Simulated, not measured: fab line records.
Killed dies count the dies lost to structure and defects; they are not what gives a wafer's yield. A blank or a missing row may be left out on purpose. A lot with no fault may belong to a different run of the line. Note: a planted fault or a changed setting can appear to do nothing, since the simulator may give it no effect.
One fault seen from 2 desks    flow sky130    numbers are kept per desk, each desk with only its own; the story behind them comes last

AT THE TOOL OWNER'S DESK: rieSi-01
The tool's own readings at SKY_FIELD_ISO_ETCH_17 (etches Si in HBr/Cl2/O2, target depth 342 nm, time 97.7 s): means of the sampled wafers that have a number, for each lot that ran on this tool. If a lot's mean is further than 4 standard deviations from the usual mean, the lot is out of limits and carries the mark OUT (the distance appears in the brackets).
Columns: A = drypumpMotorCurrentA at SKY_FIELD_ISO_ETCH_17, usual 5.9 A; B = oesProductAu at SKY_FIELD_ISO_ETCH_17, usual 0.998 a.u.; C = throttleValvePct at SKY_FIELD_ISO_ETCH_17, usual 25.658 %
lot   first seen here  A    B                C
L343  day 3 16:49      5.5  1.005            25.655
L351  day 5 13:32      5.5  0.920 (-11) OUT  25.699
L353  day 5 23:35      5.5  0.913 (-11) OUT  25.712 (+4.9) OUT
L356  day 6 12:48      5.2  0.906 (-12) OUT  25.718 (+5.5) OUT
This desk's finding: out of limits on L351, L353, L356; first on L351, day 5 13:32 (oesProductAu at SKY_FIELD_ISO_ETCH_17). Within limits: L343.

METROLOGY DESK
What the gauges read for every lot (on any tool): the sampled wafers with a number, averaged. If a lot's mean is further than 4 standard deviations from the usual mean, the lot is out of limits and carries the mark OUT (the distance appears in the brackets).
Columns: A = cdNm at SKY_FIELD_ISO_CD_MEAS_13, usual 149.4 nm; B = FIELD_ISO_OXIDATION_01_THK at SKY_FIELD_ISO_THK_MEAS_23, usual 9.91 nm; C = FIELD_ISO_CVD_24_THK at SKY_FIELD_ISO_THK_MEAS_25, usual 593 nm
lot   first seen here  A      B      C
L340  day 3 01:23      149.3  10.15  603
L341  day 3 07:33      149.3  9.97   593
L343  day 3 16:30      145.7  10.01  601
L344  day 3 22:50      151.4  9.95   593
L351  day 5 13:13      150.7  9.95   590
L353  day 5 23:20      148.7  9.45   588
L356  day 6 12:29      152.1  9.87   598
This desk found nothing out of limits on any of the 7 lots.

TAKEN TOGETHER
An alarm could have come from the tool owner's desk at day 5 13:32, on L351, L353, L356.
From the metrology desk's view, nothing was out of limits.
The metrology desk holds a record of L351, L353, L356, inside its limits.
Of the lots named, all ran SKY_FIELD_ISO_ETCH_17 on rieSi-01.

WHAT WAS PUT IN BY THE SIMULATOR
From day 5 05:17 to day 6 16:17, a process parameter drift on rieSi-01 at SKY_FIELD_ISO_ETCH_17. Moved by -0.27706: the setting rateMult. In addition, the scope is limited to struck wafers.
Struck lots among those shown: L351, L353, L356.
Delay in hours, fault start to first out-of-limits reading, by desk: the tool owner's desk at 8.
